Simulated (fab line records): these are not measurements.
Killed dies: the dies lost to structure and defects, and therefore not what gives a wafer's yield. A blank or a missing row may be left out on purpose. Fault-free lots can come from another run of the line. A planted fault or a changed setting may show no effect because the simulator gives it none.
Which tool is to blame? / flow gf180mcu / 6 lots, 18 wafers sampled, at 2 steps of a route of 602

== WHAT EACH GAUGE READ, for each wafer ==
GF_PSD_RS_MEAS_14: uses a four-point probe to measure.
lot=L361; measured=day 15 15:30; on=film_metro-01; NSD_RS (ohm/sq)=46.13 46.10 46.14
lot=L363; measured=day 16 04:41; on=film_metro-03; NSD_RS (ohm/sq)=40.46 40.53 40.53
lot=L367; measured=day 17 15:01; on=film_metro-01; NSD_RS (ohm/sq)=40.50 40.62 40.57
lot=L374; measured=day 20 01:44; on=film_metro-03; NSD_RS (ohm/sq)=46.06 46.05 46.09
lot=L376; measured=day 20 23:19; on=film_metro-01; NSD_RS (ohm/sq)=46.01 46.10 46.15
lot=L378; measured=day 21 11:28; on=film_metro-03; NSD_RS (ohm/sq)=46.10 46.15 46.10

== WHAT TOOL EACH LOT RAN ON (gives the tool, then ch and the chambers of the sampled wafers, and finally the start) ==
lot=L361; GF_PSD_RTA_13=rtp_anneal-02 ch 0, day 15 15:25
lot=L363; GF_PSD_RTA_13=rtp_anneal-02 ch 0, day 16 04:35
lot=L367; GF_PSD_RTA_13=rtp_anneal-02 ch 0, day 17 14:55
lot=L374; GF_PSD_RTA_13=rtp_anneal-01 ch 0, day 20 01:38
lot=L376; GF_PSD_RTA_13=rtp_anneal-01 ch 0, day 20 23:13
lot=L378; GF_PSD_RTA_13=rtp_anneal-02 ch 0, day 21 11:22
- GF_PSD_RTA_13: time 20 s.

== THE ANSWER, worked out from the rows above alone ==
Rule: the usual values come from the lots themselves. Put in order of their means at a reading, lots are off if they are a third of the lots or fewer, leave a main group of 4 or more, and stand apart from it by a gap of 3 or more times the standard deviation of the main group's means; of several such gaps the widest counts. A main group is skipped when, at the precision printed for the reading in the tables above, its means are all equal. Also off: a lot with no number at a reading for which 4 or more lots have one. Any other lot the step has rows for is counted as sound.
Off: at GF_PSD_RS_MEAS_14 (NSD_RS), L363, L367. Mean 46.10 ohm/sq and standard deviation 0.023 in the main group.
A tool fits if, at a process step before that reading, it ran every lot that is off, and no sound lot after the first of them. Those tools and the gauges at GF_PSD_RS_MEAS_14 are tried in the same way. Of those tried, none fits.

== WHAT THE SIMULATOR HAD INSERTED ==
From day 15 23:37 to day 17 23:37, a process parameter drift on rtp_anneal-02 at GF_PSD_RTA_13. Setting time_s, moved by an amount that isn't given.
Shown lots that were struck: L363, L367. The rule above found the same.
